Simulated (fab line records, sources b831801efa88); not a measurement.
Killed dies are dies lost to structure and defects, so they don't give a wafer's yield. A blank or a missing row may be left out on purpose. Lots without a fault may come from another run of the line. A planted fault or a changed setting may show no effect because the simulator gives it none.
A struck lot beside a sound one | flow sfq_line | 20 steps out of a route of 325
Sound: wafers L877.1, L877.2, L877.3. Struck: wafers L888.3, L888.4, L888.6. The cause comes at the end.
At each step with rows: each side's tool, then ch and its chambers, then its first start. Under that, the readings that differ: sound wafers | struck wafers | difference of the means | sigmas: that difference in standard deviations of wafers without a fault.
alike: readings whose means differ by less than 2 such deviations, and words and numbers that are the same on both sides. not compared: withheld readings, readings that some wafer has no value for, bounds like >300 that may hide the same value, and numbers for which the record gives no deviation and whose values overlap.
The two part at a step that has a row with sigmas, a row that says differs or no value, or rows on one side only. Numbers that don't overlap but have no deviation are shown without sigmas and don't part them. A reading that every wafer of one side lacks parts them only if that side has two wafers or more.

first, 3 steps without rows for these wafers: SFQ_TRILAYER_I0_VIA_LITHO_EXPOSE_032 (exposes mask I0, target cd 500 nm); SFQ_TRILAYER_I0_VIA_LITHO_PEB_034 (peb time 60 s); SFQ_TRILAYER_I0_VIA_LITHO_DEVELOP_033 (time 60 s).
SFQ_I0_OVL_MEAS_908:
  sound on overlay-01, day 10 11:38; struck on overlay-02, day 13 16:33
  alike: I0_OVL
SFQ_TRILAYER_I0_VIA_BARC_OPEN_VIA_ETCH_046: etches BARC in O2, target depth 125 nm, time 41.7 s.
  sound on rie_diel-01 ch 0,1,2, day 10 11:40; struck on rie_diel-01 ch 1,2,3, day 13 16:34
  alike: drypump_motor_current_A, oes_product_au
  not compared: rf_hours_counter_h
SFQ_TRILAYER_I0_VIA_ETCH_VIA_ETCH_034: etches SiO2 in CHF3, stops on Nb, target depth 260 nm.
  sound on rie_diel-01 ch 0,1,2, day 10 11:43; struck on rie_diel-01 ch 1,2,3, day 13 16:37
  alike: drypump_motor_current_A, oes_product_au
SFQ_TRILAYER_I0_VIA_STRIP_STRIP_035: strips in O2.
  sound on rie_metal-04 ch 1, day 10 11:49; struck on rie_metal-01 ch 0, day 13 17:07
  reading                     | sound          | struck         | difference | sigmas
  drypump_motor_current_A (A) | 6.19 6.19 6.16 | 5.52 5.53 5.50 | -0.66      | -3
  alike: oes_product_au
  not compared: rf_hours_counter_h
then, 2 steps without rows for these wafers: SFQ_TRILAYER_I0_VIA_STRIP_SOLV_CLEAN_036 (cleans in NMP, time 600 s); SFQ_TRILAYER_M1_DEP_PRE_CLEAN_038 (time 22.5 s).
SFQ_TRILAYER_M1_DEP_SPUTTER_037: material Nb, target thk 200 nm, time 133.3 s.
  sound on pvd_sputter-04, day 10 13:14; struck on pvd_sputter-03, day 13 18:08
  alike: substrate_temp_c, throttle_valve_pct
SFQ_M1_RS_MEAS_909: measures by four-point-probe.
  sound on film_metro-04, day 10 13:19; struck on film_metro-01, day 13 18:16
  alike: M1_NB_RS
SFQ_TRILAYER_M1_LITHO_COAT_044: resist thk 62 nm.
  sound on litho_track-02 ch 0, day 10 13:30; struck on litho_track-02 ch 0, day 13 18:31
  reading                                              | sound            | struck            | difference | sigmas
  model.BARC_of_TRILAYER_M1_LITHO_COAT_044.thk_nm (nm) | 62.09 62.32 62.4 | 62.67 62.75 62.45 | +0.35      |
then, 5 steps without rows for these wafers: SFQ_TRILAYER_M1_LITHO_COAT_039 (resist thk 600 nm); SFQ_TRILAYER_M1_LITHO_SOFTBAKE_043; SFQ_TRILAYER_M1_LITHO_EXPOSE_040 (exposes mask M1, target cd 500 nm); SFQ_TRILAYER_M1_LITHO_PEB_042 (peb time 60 s); SFQ_TRILAYER_M1_LITHO_DEVELOP_041 (time 60 s).
-- the record jumps here: 4 days lie between the struck wafers' starts before and after --
SFQ_M1_OVL_MEAS_911:
  sound on overlay-02, day 13 23:38; struck on overlay-01, day 17 21:09
  alike: M1_OVL
SFQ_TRILAYER_M1_BARC_OPEN_METAL_ETCH_054: etches BARC in O2, target depth 125 nm, time 41.7 s.
  sound on rie_metal-01 ch 0,1, day 13 23:40; struck on rie_metal-01 ch 0,1, day 17 21:11
  reading                  | sound            | struck            | difference | sigmas
  model.etch.depth_nm (nm) | 62.09 62.32 62.4 | 62.67 62.75 62.45 | +0.35      |
  alike: drypump_motor_current_A, oes_product_au
  not compared: rf_hours_counter_h
SFQ_TRILAYER_M1_ETCH_METAL_ETCH_042: etches Nb in Cl2/Ar, stops on SiO2, target depth 240 nm, time 120 s.
  sound on rie_metal-01 ch 0,1, day 13 23:44; struck on rie_metal-01 ch 0,1, day 17 21:16
  alike: drypump_motor_current_A, oes_product_au
  not compared: rf_hours_counter_h

WHERE THEY PART
Only at SFQ_TRILAYER_I0_VIA_STRIP_STRIP_035, within this record. Later steps at which nothing parts them and some readings are alike: SFQ_TRILAYER_M1_DEP_SPUTTER_037, SFQ_M1_RS_MEAS_909, SFQ_M1_OVL_MEAS_911, SFQ_TRILAYER_M1_BARC_OPEN_METAL_ETCH_054, SFQ_TRILAYER_M1_ETCH_METAL_ETCH_042.

WHY: what the simulator had put in
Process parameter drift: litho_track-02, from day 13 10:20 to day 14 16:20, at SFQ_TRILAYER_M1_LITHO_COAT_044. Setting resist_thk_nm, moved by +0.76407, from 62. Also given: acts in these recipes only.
